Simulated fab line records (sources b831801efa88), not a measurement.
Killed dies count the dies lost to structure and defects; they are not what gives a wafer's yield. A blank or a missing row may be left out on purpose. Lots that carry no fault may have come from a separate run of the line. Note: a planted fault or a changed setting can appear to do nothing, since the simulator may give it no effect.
A lot that was struck, set against a sound lot -- flow sfq line -- 42 steps out of a route of 325
Sound: wafers L796.1, L796.4, L796.5. Struck: wafer L809.5 (left out: L809.2, L809.6 of the same lot, which were not struck); the cause appears at the end.
Order at every step that has rows: each side's tool, ch and its chambers, its first start. Under that, the readings that differ: sound wafers -- struck wafers -- difference of the means -- sigmas: that difference in standard deviations of wafers without a fault.
alike: readings with means less than 2 such deviations apart, plus words and numbers identical on both sides. not compared: withheld readings, readings lacking a value on some wafer, bounds such as >300 that could conceal the same value, and numbers that have no deviation in the record and whose values overlap.
Wherever a step has rows on one side only, a row that says differs or no value, or a row with sigmas, the two part there. Numbers that have no deviation but don't overlap get no sigmas and don't part them. A reading that every wafer of one side lacks parts them only if that side has two wafers or more.

SFQ_L0_RS_MEAS_901: measures by four-point-probe.
  sound on film metro-02, day 1 17:34; struck on film metro-04, day 4 10:35
  alike: L0_MONX_KI_RS
SFQ_L0_THK_MEAS_902: measures by xrf.
  sound on film metro-02, day 1 17:41; struck on film metro-04, day 4 10:41
  alike: L0_MONX_KI_THK
then, 6 steps without rows for these wafers: SFQ_TRILAYER_L0_LITHO_COAT_010 (resist thk 62 nm); SFQ_TRILAYER_L0_LITHO_COAT_005 (resist thk 600 nm); SFQ_TRILAYER_L0_LITHO_SOFTBAKE_009; SFQ_TRILAYER_L0_LITHO_EXPOSE_006 (exposes mask L0, target cd 2000 nm); SFQ_TRILAYER_L0_LITHO_PEB_008 (peb time 60 s); SFQ_TRILAYER_L0_LITHO_DEVELOP_007 (time 60 s).
SFQ_TRILAYER_L0_BARC_OPEN_METAL_ETCH_010: etches BARC in O2, target depth 125 nm, time 41.7 s.
  sound on rie metal-03 ch 0,1, day 3 08:51; struck on rie metal-03 ch 1, day 6 00:27
  alike: drypump motor current A, oes product au, rf fwd power W
  not compared: rf hours counter h
then, 3 steps without rows for these wafers: SFQ_TRILAYER_L0_ETCH_METAL_ETCH_008 (etches MoNx KI in SF6/O2, stops on SiO2, target depth 50 nm, time 25 s); SFQ_TRILAYER_L0_STRIP_STRIP_009 (strips in O2); SFQ_TRILAYER_L0_STRIP_SOLV_CLEAN_010 (cleans in NMP, time 600 s).
SFQ_TRILAYER_L0_CAP_PECVD_011: deposits SiO2 from SiH4/N2O, time 13.333 s, target thk 60 nm.
  sound on pecvd-03 ch 1,2, day 3 09:44; struck on pecvd-03 ch 2, day 6 01:30
reading,sound,struck,difference,sigmas
model.SiO2_of_TRILAYER_L0_CAP_PECVD_011.thk nm (nm),59.02 60.57 60.36,90.05,+30.07,
  alike: heater power w, rf fwd power W, throttle valve pct
  not compared: since wet clean h
then, 6 steps without rows for these wafers: SFQ_TRILAYER_L0_VIA_LITHO_COAT_018 (resist thk 62 nm); SFQ_TRILAYER_L0_VIA_LITHO_COAT_013 (resist thk 650 nm); SFQ_TRILAYER_L0_VIA_LITHO_SOFTBAKE_017; SFQ_TRILAYER_L0_VIA_LITHO_EXPOSE_014 (exposes mask L0V, target cd 700 nm); SFQ_TRILAYER_L0_VIA_LITHO_PEB_016 (peb time 60 s); SFQ_TRILAYER_L0_VIA_LITHO_DEVELOP_015 (time 60 s).
-- the record jumps here: 3 days lie between the struck wafers' starts before and after --
SFQ_L0V_OVL_MEAS_903:
  sound on overlay-01, day 5 20:28; struck on overlay-01, day 8 19:41
  alike: L0V_OVL
SFQ_TRILAYER_L0_VIA_BARC_OPEN_VIA_ETCH_021: etches BARC in O2, target depth 125 nm, time 41.7 s.
  sound on rie diel-04 ch 0,1, day 5 20:30; struck on rie diel-02 ch 3, day 8 19:43
  alike: drypump motor current A, oes product au, rf fwd power W
  not compared: rf hours counter h
SFQ_TRILAYER_L0_VIA_ETCH_VIA_ETCH_016: etches SiO2 in CHF3, stops on MoNx KI, target depth 80 nm.
  sound on rie diel-04 ch 0,1, day 5 20:32; struck on rie diel-02 ch 3, day 8 19:45
reading,sound,struck,difference,sigmas
oes product au (a.u.),0.830 0.851 0.842,0.978,+0.137,+18
model.L0V.feature depth nm (nm),59.02 60.57 60.36,77.55,+17.57,
model.etch.depth nm (nm),59.02 60.57 60.36,77.55,+17.57,
  alike: drypump motor current A, rf fwd power W
SFQ_TRILAYER_L0_VIA_STRIP_STRIP_017: strips in O2.
  sound on rie metal-02 ch 0, day 5 20:35; struck on rie metal-02 ch 1, day 8 19:48
  alike: drypump motor current A, oes product au
  not compared: rf hours counter h
then, 1 step without rows for these wafers: SFQ_TRILAYER_L0_VIA_STRIP_SOLV_CLEAN_018 (cleans in NMP, time 600 s).
SFQ_TRILAYER_M0_DEP_PRE_CLEAN_020: time 15 s.
  sound on pvd sputter-05, day 5 21:22; struck on pvd sputter-05, day 8 20:34
reading,sound,struck,difference,sigmas
model.SiO2_of_TRILAYER_L0_CAP_PECVD_011.thk nm (nm),54.02 55.57 55.36,85.05,+30.07,
  alike: bias v
then, 1 step without rows for these wafers: SFQ_TRILAYER_M0_DEP_SPUTTER_019 (material Nb, target thk 200 nm, time 133.3 s).
SFQ_M0_RS_MEAS_904: measures by four-point-probe.
  sound on film metro-02, day 5 21:28; struck on film metro-03, day 8 20:43
  alike: M0_NB_RS
then, 6 steps without rows for these wafers: SFQ_TRILAYER_M0_LITHO_COAT_026 (resist thk 62 nm); SFQ_TRILAYER_M0_LITHO_COAT_021 (resist thk 600 nm); SFQ_TRILAYER_M0_LITHO_SOFTBAKE_025; SFQ_TRILAYER_M0_LITHO_EXPOSE_022 (exposes mask M0, target cd 500 nm); SFQ_TRILAYER_M0_LITHO_PEB_024 (peb time 60 s); SFQ_TRILAYER_M0_LITHO_DEVELOP_023 (time 60 s).
-- the record jumps here: 3 days lie between the struck wafers' starts before and after --
SFQ_M0_OVL_MEAS_906:
  sound on overlay-01, day 8 11:23; struck on overlay-02, day 12 00:17
  alike: M0_OVL
SFQ_TRILAYER_M0_BARC_OPEN_METAL_ETCH_031: etches BARC in O2, target depth 125 nm, time 41.7 s.
  sound on rie metal-04 ch 0,1, day 8 11:25; struck on rie metal-04 ch 0, day 12 00:19
  alike: drypump motor current A, oes product au, rf fwd power W
  not compared: rf hours counter h
SFQ_TRILAYER_M0_ETCH_METAL_ETCH_024: etches Nb in Cl2/Ar, stops on SiO2, target depth 240 nm, time 120 s.
  sound on rie metal-04 ch 0,1, day 8 11:29; struck on rie metal-04 ch 0, day 12 00:22
  alike: drypump motor current A, oes product au, rf fwd power W
  not compared: rf hours counter h
then, 4 steps without rows for these wafers: SFQ_TRILAYER_M0_STRIP_STRIP_025 (strips in O2); SFQ_TRILAYER_M0_STRIP_SOLV_CLEAN_026 (cleans in NMP, time 600 s); SFQ_TRILAYER_I0_DEP_PECVD_027 (deposits SiO2 from SiH4/N2O, time 111.11 s, target thk 500 nm); SFQ_TRILAYER_I0_CMP_CMP_028 (polishes SiO2).
SFQ_I0_BOW_MEAS_907:
  sound on film metro-04, day 8 22:26; struck on film metro-01, day 12 04:22
  alike: I0_BOW
-- the record jumps here: 63 days lie between the struck wafers' starts before and after (it left off in module I0 and takes up again in module M8, whose first step shown is number 325 of the route) --
SFQ_M8_BOW_MEAS_951:
  sound on film metro-03, day 68 10:30; struck on film metro-01, day 74 20:28
reading,sound,struck,difference,sigmas
model.etest.l0v.link ohm,44.56 44.99 45.06,1e+06,+1e+06,
  alike: M8_BOW

## WHERE THEY PART
Only at SFQ_TRILAYER_L0_VIA_ETCH_VIA_ETCH_016, within this record. Later steps at which nothing parts them and some readings are alike: SFQ_TRILAYER_L0_VIA_STRIP_STRIP_017, SFQ_TRILAYER_M0_DEP_PRE_CLEAN_020, SFQ_M0_RS_MEAS_904, SFQ_M0_OVL_MEAS_906, SFQ_TRILAYER_M0_BARC_OPEN_METAL_ETCH_031, SFQ_TRILAYER_M0_ETCH_METAL_ETCH_024, SFQ_I0_BOW_MEAS_907, SFQ_M8_BOW_MEAS_951.

WHY: the cause the simulator had injected
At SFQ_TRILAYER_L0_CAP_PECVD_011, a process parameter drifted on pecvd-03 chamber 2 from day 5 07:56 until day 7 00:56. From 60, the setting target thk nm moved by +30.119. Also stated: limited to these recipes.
